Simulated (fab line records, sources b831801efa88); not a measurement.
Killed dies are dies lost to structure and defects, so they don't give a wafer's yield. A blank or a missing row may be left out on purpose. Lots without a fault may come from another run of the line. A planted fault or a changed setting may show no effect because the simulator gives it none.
fab line records | flow sky130
record lots=11 wafers=33 last_day=50
route steps=708 shown VIA3@587 METAL4@625 PAD_OPEN@708
lots that met no fault: from a run of the same line without faults
start_h: hours from the record's first day to the start of the lot's first wafer shown | wait_h: hours since the lot's step before | " the same as in the row above | L1.1+2: a row that stands for several wafers | - no value, or no start given | * or withheld: withheld | < > ~ a bound
route shown NAME@n: a module of which the file shows steps, and the number in the route of the first | usual: mean/standard deviation of fault-free wafers | same: alike in all rows | chamber/n: place in a boat | sites: the reading at each site | _std_site: their standard deviation | _edge_site: outer sites' mean less inner sites' | radius_mm: how far each site lies from the wafer's centre | mask NAME#n: copy n | behind: the tool/chamber that last shaped the wafer | hold: why the lot was held/for how many hours/how that ended | device: the transistor (n, p or np) that didn't switch | end of line: the same wafers' tests at the end of the route | a step without rows: its recipe alone | killed: dies lost to structure and defects at the first sort, not the wafer's yield | map: a wafer's dies, x killed, . not, _ none there
set.NAME: the setting as run; set.NAME@STEP: as run at that earlier step | model.NAME: the simulator's own value behind a step, which no gauge read
steps of the route over a sample of lots; a table a step, a row a wafer
services: from which hour (start_h, from the record's first day; less than 0 if before it) a tool's chamber was out of use, for how many hours, and why
## steps
# step SKY_VIA3_ETCH_14
# recipe chemistry=N2/H2 target=BARC ion_energy_ev=200 source_w=500 bias_w=100 pressure_mtorr=30 n2_flow_sccm=100 h2_flow_sccm=200 stop_on=SiO2 time_s=45.9 target_depth_a=600
# usual drypump_motor_current_A=5.5/0.38 oes_product_au=0.855/0.0052 throttle_valve_pct=13.225/0.0088
# columns lot.wafer tool chamber start_h wait_h drypump_motor_current_A oes_product_au rf_hours_counter_h throttle_valve_pct
L708.1 rie_diel-03 2 926.62 0.0 6.1 0.853 6 13.213
L708.3 " 3 " " 5.4 0.855 18 13.235
L708.5 " 3 " " 5.4 0.854 - 13.228
L709.2 rie_diel-02 1 930.30 0.0 5.7 0.853 20 13.228
L709.3 " 3 " " 5.0 0.848 2 13.243
L709.5 " 2 " " 5.7 0.851 - 13.210
L714.1 rie_diel-01 3 995.35 0.0 5.6 0.851 20 13.243
L714.2 " 0 " " 5.7 0.856 20 13.220
L714.4 " 1 " " 4.8 0.855 - 13.207
L715.2 rie_diel-01 3 999.31 0.0 5.7 0.863 20 13.219
L715.4 " 0 " " 5.7 0.854 - 13.226
L715.5 " 1 " " 4.8 0.854 - 13.227
L722.4 rie_diel-02 2 1026.01 0.0 5.7 0.859 11 13.233
L722.5 " 1 " " 5.7 0.857 - 13.231
L722.6 " 2 " " 5.7 0.850 - 13.224
L721.1 rie_diel-01 2 1029.41 0.0 5.9 0.859 21 13.221
L721.3 " 3 " " 5.6 0.860 21 13.220
L721.5 " 3 " " 5.6 0.852 - 13.219
L726.1 rie_diel-01 2 1051.86 0.0 5.9 0.867 21 13.223
L726.3 " 1 " " 4.8 0.857 15 13.237
L726.6 " 2 " " 5.9 0.848 - 13.206
L728.2 rie_diel-02 2 1066.21 0.0 5.7 0.856 12 13.219
L728.3 " 3 " " 5.0 0.858 6 13.212
L728.4 " 1 " " 5.7 0.858 24 13.221
L729.1 rie_diel-02 3 1069.76 0.0 5.0 0.852 6 13.220
L729.4 " 1 " " 5.7 0.861 24 13.215
L729.6 " 2 " " 5.7 0.852 - 13.223
L730.2 rie_diel-03 1 1076.27 0.0 5.6 0.852 6 13.247
L730.3 " 3 " " 5.4 0.861 22 13.223
L730.6 " 1 " " 5.6 0.850 - 13.226
L731.1 rie_diel-01 2 1077.42 0.0 5.9 0.859 22 13.229
L731.2 " 1 " " 4.8 0.847 16 13.230
L731.3 " 3 " " 5.6 0.854 23 13.227
# step SKY_VIA3_SPUTTER_20
# recipe material=TiN target_thk_nm=20 chamber_pressure_pa=5 power_w=4000 time_s=80
# usual chamber_pressure_pa=5.000/0.0097 throttle_valve_pct=29.9/0.73
# columns lot.wafer tool chamber start_h wait_h chamber_pressure_pa throttle_valve_pct
L708.1 pvd_sputter-03 - 927.32 0.0 5.012 30.3
L708.3 " - " " 4.988 29.4
L708.5 " - " " 5.002 30.5
L709.2 pvd_sputter-03 - 931.00 0.0 5.021 30.3
L709.3 " - " " 5.006 30.4
L709.5 " - " " 5.002 30.3
L714.1 pvd_sputter-02 - 996.05 0.0 5.006 28.7
L714.2 " - " " 4.983 29.1
L714.4 " - " " 5.013 30.2
L715.2 pvd_sputter-04 - 1000.01 0.0 5.000 29.1
L715.4 " - " " 5.012 28.3
L715.5 " - " " 5.001 31.5
L722.4 pvd_sputter-03 - 1026.80 0.0 5.007 29.6
L722.5 " - " " 5.003 30.4
L722.6 " - " " 4.992 30.3
L721.1 pvd_sputter-03 - 1030.14 0.0 5.000 29.4
L721.3 " - " " 5.004 30.3
L721.5 " - " " 4.999 30.4
L726.1 pvd_sputter-04 - 1052.58 0.0 5.004 28.5
L726.3 " - " " 4.999 29.5
L726.6 " - " " 4.993 28.6
L728.2 pvd_sputter-02 - 1066.93 0.0 4.979 30.5
L728.3 " - " " 4.996 29.8
L728.4 " - " " 4.997 29.0
L729.1 pvd_sputter-04 - 1070.55 0.0 4.995 29.4
L729.4 " - " " 5.004 31.3
L729.6 " - " " 5.003 29.1
L730.2 pvd_sputter-03 - 1077.21 0.0 5.005 29.7
L730.3 " - " " 5.006 30.3
L730.6 " - " " 5.003 30.3
L731.1 pvd_sputter-02 - 1078.60 0.0 4.995 29.0
L731.2 " - " " 5.004 29.7
L731.3 " - " " 4.993 30.5
# step SKY_METAL4_SOFTBAKE_09
# recipe temp_c=100 time_s=90 resist=KrF-thick
# usual heater_power_total_W=57.37/0.12 plate_temp_C=99.97/0.12
# columns lot.wafer tool chamber start_h wait_h heater_power_total_W plate_temp_C
L708.1 litho_track-03 0 969 - 57.30 99.93
L708.3 " 0 970 - 57.44 99.68
L708.5 " 0 " " 57.47 100.06
L709.2 litho_track-04 0 972 - 57.57 99.89
L709.3 " 0 " " 57.30 99.94
L709.5 " 0 " " 57.44 99.86
L714.1 litho_track-03 0 1031 - 58.26 101.31
L714.2 " 0 " " 58.44 101.36
L714.4 " 0 " " 58.25 100.89
L715.2 litho_track-03 0 1035 - 58.49 101.16
L715.4 " 0 " " 58.29 101.21
L715.5 " 0 " " 58.28 100.97
L722.4 litho_track-01 0 1061 - 57.52 99.90
L722.5 " 0 " " 57.16 99.78
L722.6 " 0 " " 57.25 100.02
L721.1 litho_track-01 0 1064 - 57.59 99.85
L721.3 " 0 " " 57.24 99.94
L721.5 " 0 " " 57.55 100.02
L726.1 litho_track-04 0 1085 - 57.46 99.91
L726.3 " 0 1086 - 57.38 100.14
L726.6 " 0 " " 57.52 100.06
L728.2 litho_track-04 0 1099 - 57.31 100.16
L728.3 " 0 " " 57.41 100.02
L728.4 " 0 " " 57.43 100.09
L729.1 litho_track-01 0 1102 - 57.22 99.92
L729.4 " 0 1103 - 57.27 100.05
L729.6 " 0 " " 57.41 99.88
L730.2 litho_track-01 0 1109 - 57.37 100.12
L730.3 " 0 " " 57.53 99.89
L730.6 " 0 " " 57.56 99.88
L731.1 litho_track-04 0 1110 - 57.35 99.88
L731.2 " 0 " " 57.48 100.08
L731.3 " 0 " " 57.42 99.81
# step SKY_METAL4_ETCH_16
# recipe chemistry=N2/H2 target=BARC ion_energy_ev=200 bias_w=100 pressure_mtorr=30 n2_flow_sccm=100 h2_flow_sccm=200 icp_w=500 stop_on=SiO2 time_s=88.2 target_depth_a=600
# usual drypump_motor_current_A=5.72/0.23 oes_product_au=0.625/0.0045 throttle_valve_pct=13.205/0.0085
# columns lot.wafer tool chamber start_h wait_h drypump_motor_current_A oes_product_au rf_hours_counter_h throttle_valve_pct
L708.1 rie_metal-03 1 981.24 0.0 5.26 0.621 4 13.205
L708.3 " 0 " " 5.52 0.623 - 13.188
L708.5 " 1 " " 5.27 0.619 - 13.212
L709.2 rie_metal-03 1 983.79 0.0 5.25 0.627 5 13.195
L709.3 " 0 " " 5.50 0.627 - 13.192
L709.5 " 1 " " 5.26 0.619 - 13.206
L714.1 rie_metal-01 0 1044.33 0.0 5.69 0.625 16 13.217
L714.2 " 1 " " 5.97 0.615 19 13.214
L714.4 " 1 " " 5.97 0.628 - 13.189
L715.2 rie_metal-04 1 1047.39 0.0 5.95 0.623 22 13.208
L715.4 " 0 " " 5.78 0.626 - 13.206
L715.5 " 1 " " 5.96 0.627 - 13.206
L722.4 rie_metal-01 1 1072.37 0.0 5.99 0.621 - 13.197
L722.5 " 1 " " 5.99 0.619 - 13.210
L722.6 " 0 " " 5.68 0.617 - 13.194
L721.1 rie_metal-01 0 1075.89 0.0 5.66 0.629 18 13.199
L721.3 " 1 " " 5.99 0.622 - 13.200
L721.5 " 0 " " 5.67 0.618 - 13.205
L726.1 rie_metal-04 0 1096.69 0.0 5.79 0.619 15 13.223
L726.3 " 1 " " 5.95 0.629 - 13.217
L726.6 " 0 " " 5.77 0.633 - 13.205
L728.2 rie_metal-01 0 1109.78 0.0 5.68 0.633 21 13.201
L728.3 " 1 " " 5.97 0.624 - 13.196
L728.4 " 0 " " 5.67 0.631 - 13.210
L729.1 rie_metal-04 1 1113.39 0.0 5.95 0.625 3 13.203
L729.4 " 0 " " 5.77 0.628 - 13.210
L729.6 " 1 " " 5.94 0.622 - 13.208
L730.2 rie_metal-04 0 1119.09 0.0 5.77 0.626 16 13.197
L730.3 " 1 " " 5.93 0.629 - 13.208
L730.6 " 1 " " 5.92 0.622 - 13.217
L731.1 rie_metal-01 0 1120.48 0.0 5.69 0.641 22 13.205
L731.2 " 1 " " 5.99 0.616 25 13.194
L731.3 " 0 " " 5.68 0.626 - 13.195
# step SKY_PAD_OPEN_PROBE_99
# usual defect_limited_yield=82.2/1.8 killed_at_M0_to_M3=44/7.1 killed_at_M4_up=3.1/1.9 killed_at_contacts=25/5.8 killed_at_front_end=16/4.5 killed_at_other=0.3/0.52 killed_dies=88/9.1 killed_open=48/6.8 killed_short=39/5.8 sort_bin_3_pad_short=0.9/0.4 sort_bin_5_function=10.6/1.4 sort_bin_6_memory=6.3/1.1 sort_n_pass=404/9.1 sort_yield_pct=82.2/1.8
# same gross_dies=492 killed_at_back_side=0 sort_bin_4_leakage[%]=0 sort_bin_8_speed[%]=0
# columns lot.wafer tool chamber start_h wait_h defect_limited_yield[%] killed_at_M0_to_M3 killed_at_M4_up killed_at_contacts killed_at_front_end killed_at_other killed_dies killed_open killed_short sort_bin_3_pad_short[%] sort_bin_5_function[%] sort_bin_6_memory[%] sort_n_pass sort_yield_pct[%]
L714.1 prober-01 - 1132.15 0.1 81.7 45 1 34 10 0 90 49 41 0.8 11.4 6.1 402 81.7
L714.2 prober-01 - 1132.20 0.1 80.5 52 2 22 19 1 96 53 43 1.0 11.4 7.1 396 80.5
L714.4 prober-01 - 1132.30 0.2 81.5 45 1 26 19 0 91 48 43 1.2 9.3 7.9 401 81.5
L721.1 prober-01 - 1161.12 0.1 83.7 45 4 23 8 0 80 44 36 1.2 8.5 6.5 412 83.7
L721.3 prober-01 - 1161.22 0.2 81.3 49 7 20 16 0 92 50 41 1.4 11.6 5.7 400 81.3
L721.5 prober-01 - 1161.32 0.2 81.7 47 3 26 14 0 90 48 42 0.6 10.0 7.7 402 81.7
L726.1 prober-01 - 1176.57 0.1 82.5 40 3 25 18 0 86 45 41 0.4 10.6 6.5 406 82.5
L726.3 prober-01 - 1176.67 0.2 82.5 39 4 26 17 0 86 40 46 0.6 8.9 7.9 406 82.5
L726.6 prober-01 - 1176.82 0.2 85.0 35 2 23 14 0 74 49 25 0.2 10.4 4.5 418 85.0
L731.1 prober-02 - 1196.97 0.1 81.5 49 4 20 18 0 91 46 44 1.6 11.2 5.7 401 81.5
L731.2 prober-02 - 1197.02 0.1 82.3 44 4 31 8 0 87 45 41 0.8 10.4 6.5 405 82.3
L731.3 prober-02 - 1197.07 0.2 84.3 40 2 23 9 3 77 47 28 0.8 9.1 5.7 415 84.3
# killed by level:class
L714.1 LI_CONTACT:geometric_particle:open=11 CONTACT:geometric_particle:open=10 VIA2:geometric_particle:open=9 VIA1:geometric_particle:open=8 VIA1:geometric_particle:short=7 POLY_GATE:geometric_particle:open=4 LI_CONTACT:geometric_particle:short=4 LOCAL_INTERCONNECT:geometric_particle:short=4
L714.2 VIA1:geometric_particle:open=15 CONTACT:geometric_particle:open=12 POLY_GATE:geometric_particle:open=7 POLY_GATE:geometric_particle:short=7 METAL1:geometric_particle:short=7 VIA2:geometric_particle:short=5 VIA2:geometric_particle:open=5 VIA1:geometric_particle:short=4
L714.4 CONTACT:geometric_particle:open=14 VIA1:geometric_particle:open=12 METAL1:geometric_particle:short=8 VIA1:geometric_particle:short=8 POLY_GATE:geometric_particle:short=6 CONTACT:geometric_particle:short=5 METAL2:geometric_particle:short=5 FIELD_ISO:geometric_particle:open=4
L721.1 VIA1:geometric_particle:open=13 LI_CONTACT:geometric_particle:open=7 CONTACT:geometric_particle:open=7 VIA1:geometric_particle:short=7 METAL3:geometric_particle:short=7 VIA3:geometric_particle:open=4 POLY_GATE:geometric_particle:open=3 LI_CONTACT:geometric_particle:short=3
L721.3 VIA1:geometric_particle:open=9 LI_CONTACT:geometric_particle:open=8 VIA3:geometric_particle:open=8 FIELD_ISO:geometric_particle:short=6 CONTACT:geometric_particle:open=6 METAL4:geometric_particle:short=6 METAL2:geometric_particle:short=6 VIA2:geometric_particle:open=6
L721.5 VIA3:geometric_particle:open=12 LI_CONTACT:geometric_particle:open=9 VIA2:geometric_particle:open=8 FIELD_ISO:geometric_particle:short=6 CONTACT:geometric_particle:short=6 VIA1:geometric_particle:open=6 METAL2:geometric_particle:short=6 LOCAL_INTERCONNECT:geometric_particle:short=5
L726.1 CONTACT:geometric_particle:open=10 VIA1:geometric_particle:open=9 POLY_GATE:geometric_particle:short=8 CONTACT:geometric_particle:short=7 VIA3:geometric_particle:open=6 POLY_GATE:geometric_particle:open=5 LI_CONTACT:geometric_particle:open=5 VIA2:geometric_particle:open=5
L726.3 CONTACT:geometric_particle:open=9 VIA1:geometric_particle:open=8 METAL2:geometric_particle:short=8 VIA3:geometric_particle:open=6 POLY_GATE:geometric_particle:short=5 LI_CONTACT:geometric_particle:short=5 CONTACT:geometric_particle:short=5 FIELD_ISO:geometric_particle:open=4
L726.6 VIA1:geometric_particle:open=9 VIA3:geometric_particle:open=9 LI_CONTACT:geometric_particle:open=8 CONTACT:geometric_particle:open=7 CONTACT:geometric_particle:short=6 FIELD_ISO:geometric_particle:open=5 POLY_GATE:geometric_particle:open=3 METAL1:geometric_particle:short=3
L731.1 VIA1:geometric_particle:open=11 LI_CONTACT:geometric_particle:open=9 METAL1:geometric_particle:short=9 METAL2:geometric_particle:short=7 FIELD_ISO:geometric_particle:open=6 METAL3:geometric_particle:short=5 CONTACT:geometric_particle:open=4 VIA3:geometric_particle:short=4
L731.2 CONTACT:geometric_particle:open=14 VIA1:geometric_particle:open=13 LOCAL_INTERCONNECT:geometric_particle:short=9 METAL1:geometric_particle:short=7 METAL3:geometric_particle:short=4 VIA3:geometric_particle:open=4 LI_CONTACT:geometric_particle:open=3 VIA2:geometric_particle:open=3
L731.3 VIA2:geometric_particle:open=9 CONTACT:geometric_particle:open=8 VIA1:geometric_particle:open=7 METAL2:geometric_particle:short=6 VIA3:geometric_particle:open=6 LI_CONTACT:geometric_particle:open=4 LOCAL_INTERCONNECT:geometric_particle:open=4 METAL1:geometric_particle:short=4
## services
# columns tool chamber start_h hours kind
pvd_sputter-04 - 909.13 11.2 repair
litho_track-03 - 914.07 - consumable_replace:filter
rie_diel-03 0 917.70 12.1 repair
rie_diel-01 1 956.50 1.6 repair
rie_diel-03 3 958.09 16.4 repair
pvd_sputter-04 - 968.50 10.7 repair
pvd_sputter-04 - 974.16 22.1 repair
rie_metal-03 1 984.37 8.6 repair
rie_diel-01 2 989.92 17.1 repair
pvd_sputter-04 - 1022.30 8.8 repair
rie_diel-02 - 1026.19 1.0 repair
pvd_sputter-03 - 1043.46 8.3 repair
rie_metal-04 1 1051.08 - clean
rie_metal-04 1 1051.08 14.0 scheduled_down
rie_metal-04 1 1051.08 14.0 vent_cycle
rie_metal-03 - 1051.94 2.8 pm
pvd_sputter-03 - 1057.40 3.3 repair
rie_diel-01 0 1066.99 7.0 repair
rie_diel-01 3 1073.34 2.6 repair
pvd_sputter-03 - 1081.73 0.7 repair
## key
first_sign step=SKY_METAL4_SOFTBAKE_09 reading=plate_temp_C direction=up sigmas=9.5 usual=* struck=*
effect step=SKY_METAL4_SOFTBAKE_09 reading=heater_power_total_W direction=up sigmas=7.7 usual=* struck=*
met_at SKY_METAL4_SOFTBAKE_09
struck_lots L714,L715
not_acting_at SKY_VIA3_ETCH_14,SKY_VIA3_SPUTTER_20,SKY_METAL4_ETCH_16
onset_between 969 1031
fault kind=process_parameter_drift tool=litho_track-03 chamber=- onset_h=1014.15 steps=SKY_METAL4_SOFTBAKE_09 channel=temp_c offset=* shape=step end_h=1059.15 acts_in=* stated=*
